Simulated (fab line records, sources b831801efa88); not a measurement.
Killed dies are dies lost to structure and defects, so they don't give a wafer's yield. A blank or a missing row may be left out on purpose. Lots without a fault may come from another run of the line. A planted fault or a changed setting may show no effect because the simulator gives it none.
Which tool did it? | flow sky130 | 24 lots, 72 wafers sampled, at 3 steps of a route of 708

WHAT THE GAUGES READ, wafer by wafer
SKY_LOCAL_INTERCONNECT_CD_MEAS_11: target cd 170 nm. Usual: cd_nm 170.4 nm, standard deviation 1.4.
lot  | measured     | on        | cd_nm (nm)        | flag
L074 | day 30 16:14 | cd_sem-02 | 171.1 170.6 171.0 |
L075 | day 31 06:00 | cd_sem-02 | 171.4 171.8 170.9 |
L076 | day 31 19:43 | cd_sem-01 | 169.7 170.7 171.3 |
L077 | day 31 23:19 | cd_sem-01 | 170.6 170.6 170.1 |
L078 | day 32 00:17 | cd_sem-01 | 169.2 168.9 168.1 |
L079 | day 32 18:53 | cd_sem-02 | 172.2 172.9 174.3 |
L080 | day 33 13:47 | cd_sem-01 | 170.9 171.6 171.4 |
L082 | day 33 15:19 | cd_sem-01 | 170.2 170.3 170.8 |
L081 | day 33 19:15 | cd_sem-02 | 170.6 169.8 171.0 |
L083 | day 34 00:17 | cd_sem-01 | 170.5 170.3 171.7 |
L084 | day 34 11:56 | cd_sem-02 | 170.5 170.3 171.6 |
L086 | day 34 13:53 | cd_sem-01 | 169.9 170.9 170.8 |
L087 | day 34 15:25 | cd_sem-01 | 170.5 172.8 170.8 |
L085 | day 34 15:44 | cd_sem-01 | 167.5 166.8 167.4 |
L088 | day 35 03:07 | cd_sem-01 | 168.4 168.8 169.7 |
L089 | day 35 11:15 | cd_sem-01 | 169.3 169.4 169.5 |
L090 | day 35 13:06 | cd_sem-02 | 170.1 170.7 169.0 |
L091 | day 36 05:14 | cd_sem-01 | 171.5 170.6 170.5 |
L092 | day 36 13:12 | cd_sem-02 | 166.8 168.6 166.3 |
L094 | day 36 16:07 | cd_sem-01 | 171.4 174.7 170.6 |
L093 | day 36 18:16 | cd_sem-01 | 170.6 169.7 169.5 |
L095 | day 37 05:59 | cd_sem-01 | 168.9 171.6 169.7 |
L096 | day 37 07:37 | cd_sem-01 | 171.2 171.1 170.9 |
L097 | day 37 15:20 | cd_sem-02 | 169.9 168.8 172.5 |

SKY_CONTACT_BOW_MEAS_05. Usual: CONTACT_BOW 82 um, standard deviation 8.
lot  | measured     | on            | CONTACT_BOW (um) | flag
L074 | day 30 17:40 | film_metro-03 | 79 70 95         |
L075 | day 31 07:37 | film_metro-03 | 80 81 77         |
L076 | day 31 21:13 | film_metro-02 | 78 91 84         |
L077 | day 32 01:03 | film_metro-02 | 94 89 82         |
L078 | day 32 05:37 | film_metro-01 | 91 87 88         |
L079 | day 32 20:31 | film_metro-02 | 78 81 72         |
L080 | day 33 15:38 | film_metro-03 | 82 81 84         |
L082 | day 33 16:43 | film_metro-02 | 84 93 83         |
L081 | day 33 20:38 | film_metro-03 | 78 80 88         |
L083 | day 34 01:40 | film_metro-01 | 78 82 72         |
L084 | day 34 13:19 | film_metro-02 | 83 67 75         |
L086 | day 34 15:22 | film_metro-03 | 80 72 84         |
L087 | day 34 17:08 | film_metro-01 | 85 85 78         |
L085 | day 34 17:14 | film_metro-03 | 83 69 71         |
L088 | day 35 04:31 | film_metro-03 | 76 85 85         |
L089 | day 35 12:46 | film_metro-02 | 93 80 83         |
L090 | day 35 14:30 | film_metro-01 | 96 90 90         |
L091 | day 36 06:37 | film_metro-03 | 65 83 73         |
L092 | day 36 14:38 | film_metro-03 | 89 76 92         |
L094 | day 36 17:30 | film_metro-01 | 79 79 80         |
L093 | day 36 19:39 | film_metro-02 | 77 88 91         |
L095 | day 37 07:23 | film_metro-01 | 84 86 80         |
L096 | day 37 09:01 | film_metro-03 | 79 82 66         |
L097 | day 37 16:43 | film_metro-01 | 74 82 67         |

WHICH TOOL RAN EACH LOT (tool, then ch and the chambers of the sampled wafers, then the start)
lot  | SKY_LI_CONTACT_CVD_21
L074 | cvd_w-02 ch 0,1, day 29 10:26
L075 | cvd_w-01 ch 0,1, day 30 02:22
L076 | cvd_w-01 ch 1, day 30 16:11
L077 | cvd_w-02 ch 0,1, day 30 19:23
L078 | cvd_w-01 ch 0,1, day 30 20:08
L079 | cvd_w-02 ch 0, day 31 15:43
L080 | cvd_w-01 ch 0,1, day 32 09:17
L082 | cvd_w-01 ch 0,1, day 32 11:43
L081 | cvd_w-01 ch 0,1, day 32 15:41
L083 | cvd_w-01 ch 0,1, day 32 20:26
L084 | cvd_w-01 ch 0,1, day 33 08:46
L086 | cvd_w-02 ch 0,1, day 33 09:46
L087 | cvd_w-02 ch 0, day 33 11:25
L085 | cvd_w-01 ch 0,1, day 33 11:47
L088 | cvd_w-02 ch 0,1, day 33 23:31
L089 | cvd_w-02 ch 0,1, day 34 07:37
L090 | cvd_w-01 ch 0,1, day 34 10:28
L091 | cvd_w-02 ch 0,1, day 35 02:04
L092 | cvd_w-01 ch 0,1, day 35 09:41
L094 | cvd_w-02 ch 0,1, day 35 12:36
L093 | cvd_w-02 ch 0,1, day 35 15:34
L095 | cvd_w-01 ch 0,1, day 36 03:49
L096 | cvd_w-02 ch 0,1, day 36 04:58
L097 | cvd_w-02 ch 0,1, day 36 12:57
- SKY_LI_CONTACT_CVD_21: deposits W, target thk 400 nm, time 120.56 s.

WHAT THE TOOLS THEMSELVES READ (means of the sampled wafers that have a number; where no wafer has one, the mark that the record gives instead)
SKY_LI_CONTACT_CVD_21. Usual: heater_power_w 823 W, standard deviation 56.
lot  | tool     | heater_power_w (W) | flag
L074 | cvd_w-02 | 841                |
L075 | cvd_w-01 | 827                |
L076 | cvd_w-01 | 788                |
L077 | cvd_w-02 | 853                |
L078 | cvd_w-01 | 816                |
L079 | cvd_w-02 | 894                |
L080 | cvd_w-01 | 817                |
L082 | cvd_w-01 | 821                |
L081 | cvd_w-01 | 830                |
L083 | cvd_w-01 | 824                |
L084 | cvd_w-01 | 801                |
L086 | cvd_w-02 | 850                |
L087 | cvd_w-02 | 894                |
L085 | cvd_w-01 | 809                |
L088 | cvd_w-02 | 852                |
L089 | cvd_w-02 | 808                |
L090 | cvd_w-01 | 836                |
L091 | cvd_w-02 | 813                |
L092 | cvd_w-01 | 842                |
L094 | cvd_w-02 | 814                |
L093 | cvd_w-02 | 814                |
L095 | cvd_w-01 | 818                |
L096 | cvd_w-02 | 813                |
L097 | cvd_w-02 | 860                |

THE ANSWER, worked out from the rows above alone
Rule: a lot is off if the mean of its wafers that have a number lies more than 3 standard deviations from the usual mean. A lot without any number at a reading at which 4 lots or more have one is off too. The other lots that the step has rows for count as sound. The gauges are gone through in route order, then the tools' own readings, and for those a lot's mean is taken as printed above. The first step at which some lot is off is used, and at that step the reading that is off furthest; a lot without a number counts as furthest.
No lot is off at any reading shown: from this, nothing can be told.

WHAT THE SIMULATOR HAD PUT IN
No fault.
